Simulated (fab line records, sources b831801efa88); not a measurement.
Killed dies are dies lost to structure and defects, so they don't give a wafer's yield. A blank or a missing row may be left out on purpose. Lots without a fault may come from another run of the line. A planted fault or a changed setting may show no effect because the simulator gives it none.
Which tool did it? | flow sky130 | 24 lots, 72 wafers sampled, at 6 steps of a route of 708

WHAT THE GAUGES READ, wafer by wafer
SKY_LI_CONTACT_RS_MEAS_22: measures by four-point-probe. Usual: LI_CONTACT_W_RS 0.283 ohm/sq, standard deviation 0.0046.
lot  | measured     | on            | LI_CONTACT_W_RS (ohm/sq) | flag
L074 | day 28 23:00 | film_metro-02 | 0.281 0.275 0.276        |
L075 | day 30 09:37 | film_metro-04 | 0.278 0.284 0.276        |
L076 | day 30 10:24 | film_metro-01 | 0.287 0.285 0.277        |
L077 | day 30 12:08 | film_metro-01 | 0.282 0.286 0.286        |
L079 | day 30 15:26 | film_metro-04 | 0.276 0.285 0.279        |
L078 | day 30 19:04 | film_metro-04 | 0.277 0.278 0.286        |
L080 | day 31 01:35 | film_metro-02 | 0.281 0.285 0.277        |
L081 | day 31 15:19 | film_metro-04 | 0.286 0.281 0.284        |
L082 | day 32 01:55 | film_metro-02 | 0.291 0.280 0.289        |
L084 | day 32 04:28 | film_metro-02 | 0.278 0.284 0.284        |
L083 | day 32 09:49 | film_metro-02 | 0.284 0.288 0.283        |
L085 | day 32 11:36 | film_metro-02 | 0.279 0.287 0.285        |
L086 | day 33 04:46 | film_metro-01 | 0.279 0.288 0.279        |
L087 | day 33 15:17 | film_metro-01 | 0.279 0.285 0.281        |
L088 | day 33 16:24 | film_metro-04 | 0.289 0.279 0.277        |
L089 | day 34 01:23 | film_metro-02 | 0.282 0.284 0.279        |
L090 | day 34 11:33 | film_metro-02 | 0.277 0.279 0.291        |
L091 | day 34 17:38 | film_metro-01 | 0.291 0.286 0.282        |
L092 | day 34 21:55 | film_metro-02 | 0.280 0.287 0.290        |
L093 | day 35 12:36 | film_metro-01 | 0.286 0.283 0.279        |
L094 | day 36 02:25 | film_metro-04 | 0.288 0.282 0.289        |
L095 | day 36 19:00 | film_metro-04 | 0.286 0.285 0.285        |
L097 | day 37 12:09 | film_metro-01 | 0.281 0.279 0.277        |
L096 | day 37 14:00 | film_metro-01 | 0.277 0.277 0.284        |

SKY_METAL2_RS_MEAS_05: measures by four-point-probe. Usual: METAL2_ALCU_RS 0.1264 ohm/sq, standard deviation 0.0014.
lot  | measured     | on            | METAL2_ALCU_RS (ohm/sq) | flag
L074 | day 33 20:06 | film_metro-02 | 0.1272 0.1274 0.1268    |
L075 | day 35 04:43 | film_metro-03 | 0.1271 0.1276 0.1268    |
L076 | day 35 05:27 | film_metro-03 | 0.1247 0.1262 0.1259    |
L077 | day 35 05:47 | film_metro-04 | 0.1244 0.1240 0.1246    |
L079 | day 35 08:22 | film_metro-02 | 0.1263 0.1271 0.1256    |
L078 | day 35 11:38 | film_metro-02 | 0.1267 0.1254 0.1259    |
L080 | day 35 21:10 | film_metro-03 | 0.1266 0.1267 0.1253    |
L081 | day 36 09:02 | film_metro-03 | 0.1275 0.1265 0.1264    |
L082 | day 36 18:53 | film_metro-03 | 0.1260 0.1255 0.1247    |
L084 | day 36 22:43 | film_metro-02 | 0.1249 0.1264 0.1251    |
L083 | day 37 02:12 | film_metro-02 | 0.1289 0.1286 0.1291    |
L085 | day 37 04:09 | film_metro-03 | 0.1259 0.1258 0.1255    |
L086 | day 37 21:12 | film_metro-02 | 0.1266 0.1289 0.1273    |
L087 | day 38 07:08 | film_metro-03 | 0.1264 0.1246 0.1258    |
L088 | day 38 09:07 | film_metro-03 | 0.1288 0.1294 0.1285    |
L089 | day 38 16:56 | film_metro-04 | 0.1256 0.1251 0.1255    |
L090 | day 39 03:17 | film_metro-04 | 0.1263 0.1246 0.1245    |
L091 | day 39 06:40 | film_metro-04 | 0.1255 0.1253 0.1275    |
L092 | day 39 11:52 | film_metro-03 | 0.1246 0.1265 0.1258    |
L093 | day 40 01:14 | film_metro-03 | 0.1285 0.1282 0.1280    |
L094 | day 40 14:19 | film_metro-02 | 0.1270 0.1265 0.1254    |
L095 | day 41 06:27 | film_metro-03 | 0.1276 0.1268 0.1287    |
L097 | day 42 07:27 | film_metro-04 | 0.1253 0.1252 0.1241    |
L096 | day 42 07:50 | film_metro-04 | 0.1255 0.1238 0.1256    |

SKY_METAL3_CD_MEAS_13: target cd 300 nm. Usual: cd_nm 299.7 nm, standard deviation 1.7.
lot  | measured     | on        | cd_nm (nm)        | flag
L074 | day 38 08:46 | cd_sem-02 | 300.1 299.3 300.2 |
L075 | day 39 14:36 | cd_sem-01 | 298.6 295.8 296.2 |
L076 | day 39 16:34 | cd_sem-01 | 301.5 302.3 301.0 |
L077 | day 39 16:52 | cd_sem-02 | 299.1 298.4 298.7 |
L079 | day 39 17:27 | cd_sem-02 | 300.8 300.5 300.1 |
L078 | day 39 21:50 | cd_sem-01 | 301.4 299.4 300.6 |
L080 | day 40 05:39 | cd_sem-01 | 296.4 296.4 297.3 |
L081 | day 40 18:08 | cd_sem-01 | 297.7 299.6 299.3 |
L082 | day 41 04:02 | cd_sem-02 | 297.7 297.7 296.8 |
L084 | day 41 05:45 | cd_sem-01 | 299.8 298.4 298.9 |
L083 | day 41 08:40 | cd_sem-02 | 298.6 298.5 298.8 |
L085 | day 41 09:58 | cd_sem-01 | 300.4 302.2 301.7 |
L086 | day 42 02:17 | cd_sem-02 | 299.6 300.3 298.9 |
L087 | day 42 11:09 | cd_sem-02 | 296.6 297.9 296.7 |
L088 | day 42 12:07 | cd_sem-01 | 301.2 298.7 301.5 |
L089 | day 42 20:41 | cd_sem-01 | 299.3 299.3 299.6 |
L090 | day 43 05:49 | cd_sem-01 | 300.3 302.3 301.8 |
L091 | day 43 09:24 | cd_sem-02 | 301.1 300.6 300.4 |
L092 | day 43 13:33 | cd_sem-01 | 301.5 303.1 301.8 |
L093 | day 44 09:52 | cd_sem-02 | 300.2 299.7 301.4 |
L094 | day 44 13:19 | cd_sem-02 | 300.1 299.9 300.1 |
L095 | day 45 03:31 | cd_sem-01 | 298.9 300.8 299.7 |
L097 | day 46 02:58 | cd_sem-01 | 301.2 301.9 300.6 |
L096 | day 46 03:19 | cd_sem-02 | 302.6 300.1 300.7 |

WHICH TOOL RAN EACH LOT (tool, then ch and the chambers of the sampled wafers, then the start)
lot  | SKY_CONTACT_CMP_27            | SKY_VIA1_CMP_02               | SKY_METAL2_SPUTTER_01
L074 | cmp-02 ch 0,1,2, day 31 10:33 | cmp-01 ch 0,2,3, day 32 14:49 | pvd_sputter-02, day 33 19:59
L075 | cmp-02 ch 1,2, day 32 18:44   | cmp-01 ch 1,3, day 33 23:46   | pvd_sputter-03, day 35 04:34
L076 | cmp-01 ch 0,1,3, day 32 20:00 | cmp-01 ch 0,3, day 34 00:40   | pvd_sputter-02, day 35 05:20
L077 | cmp-01 ch 0,1, day 32 21:05   | cmp-01 ch 0,1,2, day 34 01:54 | pvd_sputter-04, day 35 05:40
L079 | cmp-01 ch 0,3, day 33 00:14   | cmp-01 ch 2,3, day 34 04:22   | pvd_sputter-02, day 35 08:13
L078 | cmp-02 ch 1,2, day 33 03:59   | cmp-02 ch 1,2,3, day 34 08:12 | pvd_sputter-04, day 35 11:31
L080 | cmp-01 ch 2,3, day 33 12:14   | cmp-02 ch 0,2,3, day 34 16:21 | pvd_sputter-04, day 35 21:00
L081 | cmp-01 ch 0,3, day 34 00:22   | cmp-01 ch 1,2,3, day 35 04:55 | pvd_sputter-04, day 36 08:55
L082 | cmp-02 ch 0,1,2, day 34 11:08 | cmp-01 ch 0,1,2, day 35 15:29 | pvd_sputter-02, day 36 18:46
L084 | cmp-02 ch 1,3, day 34 15:07   | cmp-01 ch 1,2, day 35 18:43   | pvd_sputter-04, day 36 22:34
L083 | cmp-02 ch 1,2, day 34 18:53   | cmp-02 ch 1,3, day 35 22:47   | pvd_sputter-02, day 37 02:05
L085 | cmp-02 ch 0,1,3, day 34 21:15 | cmp-01 ch 0,1,3, day 36 00:28 | pvd_sputter-04, day 37 04:02
L086 | cmp-01 ch 0,1,2, day 35 13:51 | cmp-02 ch 1,2,3, day 36 16:49 | pvd_sputter-02, day 37 21:04
L087 | cmp-02 ch 0,2,3, day 35 23:43 | cmp-02 ch 0,1,2, day 37 03:35 | pvd_sputter-03, day 38 06:59
L088 | cmp-01 ch 0,2,3, day 36 01:48 | cmp-01 ch 0,1,3, day 37 05:34 | pvd_sputter-04, day 38 09:01
L089 | cmp-01 ch 1,2,3, day 36 09:05 | cmp-02 ch 0,1, day 37 13:32   | pvd_sputter-04, day 38 16:48
L090 | cmp-01 ch 0,2,3, day 36 19:57 | cmp-02 ch 0,1,3, day 37 23:20 | pvd_sputter-03, day 39 03:10
L091 | cmp-02 ch 1,2,3, day 37 00:25 | cmp-01 ch 0,2,3, day 38 03:48 | pvd_sputter-03, day 39 06:30
L092 | cmp-02 ch 2,3, day 37 05:29   | cmp-01 ch 0,1,3, day 38 08:50 | pvd_sputter-02, day 39 11:43
L093 | cmp-02 ch 0,1,2, day 37 20:38 | cmp-01 ch 1,2,3, day 38 23:22 | pvd_sputter-04, day 40 01:07
L094 | cmp-02 ch 0,1,3, day 38 09:42 | cmp-01 ch 0,1,3, day 39 12:26 | pvd_sputter-04, day 40 14:11
L095 | cmp-01 ch 0,2,3, day 39 01:59 | cmp-02 ch 1,2,3, day 40 04:14 | pvd_sputter-04, day 41 06:20
L097 | cmp-01 ch 0,1,3, day 39 16:51 | cmp-02 ch 0,2,3, day 41 06:17 | pvd_sputter-04, day 42 07:12
L096 | cmp-01 ch 0,1,2, day 39 19:23 | cmp-02 ch 0,1,3, day 41 06:35 | pvd_sputter-02, day 42 07:43
- SKY_CONTACT_CMP_27: polishes, stops on SiO2, t overpolish 15 s, target thk 0 nm.
- SKY_VIA1_CMP_02: polishes SiO2.
- SKY_METAL2_SPUTTER_01: material TiN, target thk 20 nm, time 16.7 s.

WHAT THE TOOLS THEMSELVES READ (means of the sampled wafers that have a number; where no wafer has one, the mark that the record gives instead)
SKY_CONTACT_CMP_27. Usual: motor_current_A 10.7 A, standard deviation 1.1; overpolish_run_s 15.000 s, standard deviation 0.01; time_to_endpoint_s 81.4 s, standard deviation 2.6.
lot  | tool   | motor_current_A (A) | overpolish_run_s (s) | time_to_endpoint_s (s) | flag
L074 | cmp-02 | 10.8                | 15.000               | 80.6                   |
L075 | cmp-02 | 10.6                | 14.995               | 79.6                   |
L076 | cmp-01 | 10.9                | 15.001               | 82.1                   |
L077 | cmp-01 | 11.1                | 15.003               | 82.3                   |
L079 | cmp-01 | 10.5                | 14.990               | 80.2                   |
L078 | cmp-02 | 11.0                | 14.991               | 76.7                   |
L080 | cmp-01 | 9.8                 | 14.990               | 81.2                   |
L081 | cmp-01 | 10.7                | 15.002               | 78.1                   |
L082 | cmp-02 | 10.6                | 14.998               | 78.7                   |
L084 | cmp-02 | 11.4                | 14.998               | 83.2                   |
L083 | cmp-02 | 10.9                | 14.998               | 82.1                   |
L085 | cmp-02 | 10.8                | 15.013               | 80.5                   |
L086 | cmp-01 | 10.8                | 15.001               | 81.5                   |
L087 | cmp-02 | 10.4                | 14.996               | 82.2                   |
L088 | cmp-01 | 10.7                | 14.998               | 80.4                   |
L089 | cmp-01 | 9.9                 | 14.997               | 78.2                   |
L090 | cmp-01 | 10.9                | 14.999               | 79.2                   |
L091 | cmp-02 | 11.1                | 15.012               | 82.3                   |
L092 | cmp-02 | 10.8                | 14.994               | 84.3                   |
L093 | cmp-02 | 11.0                | 15.000               | 80.9                   |
L094 | cmp-02 | 10.8                | 14.996               | 82.7                   |
L095 | cmp-01 | 10.9                | 15.001               | 81.6                   |
L097 | cmp-01 | 11.0                | 14.996               | 85.4                   |
L096 | cmp-01 | 10.8                | 15.006               | 83.9                   |

SKY_VIA1_CMP_02. Usual: motor_current_A 11.8 A, standard deviation 1.4.
lot  | tool   | motor_current_A (A) | flag
L074 | cmp-01 | 11.8                |
L075 | cmp-01 | 10.2                |
L076 | cmp-01 | 13.3                |
L077 | cmp-01 | 12.0                |
L079 | cmp-01 | 10.7                |
L078 | cmp-02 | 12.2                |
L080 | cmp-02 | 11.4                |
L081 | cmp-01 | 10.9                |
L082 | cmp-01 | 12.1                |
L084 | cmp-01 | 10.9                |
L083 | cmp-02 | 12.2                |
L085 | cmp-01 | 11.9                |
L086 | cmp-02 | 12.3                |
L087 | cmp-02 | 12.0                |
L088 | cmp-01 | 11.9                |
L089 | cmp-02 | 12.0                |
L090 | cmp-02 | 12.0                |
L091 | cmp-01 | 11.4                |
L092 | cmp-01 | 12.0                |
L093 | cmp-01 | 11.1                |
L094 | cmp-01 | 11.9                |
L095 | cmp-02 | 11.8                |
L097 | cmp-02 | 11.4                |
L096 | cmp-02 | 12.1                |

SKY_METAL2_SPUTTER_01. Usual: throttle_valve_pct 30.0 %, standard deviation 1.1.
lot  | tool           | throttle_valve_pct (%) | flag
L074 | pvd_sputter-02 | 30.7                   |
L075 | pvd_sputter-03 | 29.5                   |
L076 | pvd_sputter-02 | 30.7                   |
L077 | pvd_sputter-04 | 29.1                   |
L079 | pvd_sputter-02 | 30.3                   |
L078 | pvd_sputter-04 | 29.9                   |
L080 | pvd_sputter-04 | 28.5                   |
L081 | pvd_sputter-04 | 29.5                   |
L082 | pvd_sputter-02 | 29.8                   |
L084 | pvd_sputter-04 | 30.1                   |
L083 | pvd_sputter-02 | 30.1                   |
L085 | pvd_sputter-04 | 30.3                   |
L086 | pvd_sputter-02 | 30.0                   |
L087 | pvd_sputter-03 | 30.3                   |
L088 | pvd_sputter-04 | 29.8                   |
L089 | pvd_sputter-04 | 29.2                   |
L090 | pvd_sputter-03 | 30.0                   |
L091 | pvd_sputter-03 | 29.7                   |
L092 | pvd_sputter-02 | 30.4                   |
L093 | pvd_sputter-04 | 30.1                   |
L094 | pvd_sputter-04 | 29.5                   |
L095 | pvd_sputter-04 | 29.7                   |
L097 | pvd_sputter-04 | 29.7                   |
L096 | pvd_sputter-02 | 29.9                   |

THE ANSWER, worked out from the rows above alone
Rule: a lot is off if the mean of its wafers that have a number lies more than 3 standard deviations from the usual mean. A lot without any number at a reading at which 4 lots or more have one is off too. The other lots that the step has rows for count as sound. The gauges are gone through in route order, then the tools' own readings, and for those a lot's mean is taken as printed above. The first step at which some lot is off is used, and at that step the reading that is off furthest; a lot without a number counts as furthest.
No lot is off at any reading shown: from this, nothing can be told.

WHAT THE SIMULATOR HAD PUT IN
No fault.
